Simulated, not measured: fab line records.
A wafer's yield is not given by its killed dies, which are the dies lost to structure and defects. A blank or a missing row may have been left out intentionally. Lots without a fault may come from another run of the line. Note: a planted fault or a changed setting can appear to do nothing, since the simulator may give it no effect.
2 desks looking at one fault -- flow sky130 -- every desk sees just its own numbers, and what lay behind them comes last

## THE METROLOGY DESK
What the gauges read for every lot (on any tool): the sampled wafers with a number, averaged. Marked OUT: a lot whose mean sits more than 4 standard deviations from the usual mean, which makes it out of limits; the brackets give that distance.
Columns: A = FIELD_ISO_CVD_24_THK at SKY_FIELD_ISO_THK_MEAS_25, usual 596 nm; B = NWELL_RS at SKY_NWELL_RS_MEAS_29, usual 624.4 ohm/sq; C = cd nm at SKY_VT_ADJUST_NCORE_CD_MEAS_07, usual 379.2 nm
lot,first seen here,A,B,C
L774,day 2 08:08,592,624.3,380.1
L775,day 2 13:28,594,624.4,379.0
L776,day 2 19:22,591,625.7,375.9
L777,day 2 23:44,599,623.5,377.7
L778,day 3 06:24,597,624.3,380.6
L779,day 3 09:16,605,626.1,379.6
L782,day 4 03:05,600,623.3,376.5
L784,day 4 11:28,596,624.0,378.4
L787,day 5 01:57,606,623.2,379.2
L791,day 5 22:45,591,626.3,376.0
L793,day 6 14:12,601,625.2,380.1
L794,day 6 17:58,596,621.9,376.7
L795,day 7 02:14,589,624.3,379.3
L796,day 7 05:27,594,624.2,379.5
L797,day 7 08:19,593,624.8,377.9
This desk found nothing out of limits on any of the 15 lots.

## DESK OF THE TOOL OWNER: litho track-04
Per lot that ran on this tool, the mean of the sampled wafers carrying a number, from the tool's own readings at SKY_VT_ADJUST_HVTP_SOFTBAKE_03 (time 60 s). Marked OUT: a lot whose mean sits more than 4 standard deviations from the usual mean, which makes it out of limits; the brackets give that distance.
Columns: A = resist line temp C at SKY_VT_ADJUST_HVTP_SOFTBAKE_03, usual 23.03 C; B = run length s at SKY_VT_ADJUST_HVTP_SOFTBAKE_03, usual 89.1 s
lot,first seen here,A,B
L775,day 5 21:59,23.09,89.6
L776,day 6 06:59,23.00,89.6
L778,day 6 18:28,22.87,89.6
L782,day 7 18:08,23.03,106.2 (+46) OUT
L784,day 8 05:29,22.97,106.1 (+46) OUT
L787,day 9 05:34,22.95,97.8 (+23) OUT
L796,day 11 13:25,22.97,89.5
L797,day 12 00:32,22.96,89.5
This desk finds L782, L784, L787 out of limits, L782 being first, at day 7 18:08 (run length s at SKY_VT_ADJUST_HVTP_SOFTBAKE_03). In limits: L775, L776, L778, L796, L797.

## TAKEN TOGETHER
The tool owner's desk could have raised an alarm at day 7 18:08, on L782, L784, L787.
At the metrology desk, nothing out of limits was observed.
The metrology desk has L782, L784, L787 on record, within its limits.
Of the lots named, all ran SKY_VT_ADJUST_HVTP_SOFTBAKE_03 on litho track-04.

## WHAT HAD BEEN PUT IN BY THE SIMULATOR
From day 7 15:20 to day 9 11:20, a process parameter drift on litho track-04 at SKY_VT_ADJUST_HVTP_SOFTBAKE_03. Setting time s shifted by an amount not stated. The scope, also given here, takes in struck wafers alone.
Struck lots among those shown: L782, L784, L787.
How many hours passed from the start of the fault until each desk's first out-of-limits reading: the tool owner's desk, 3.
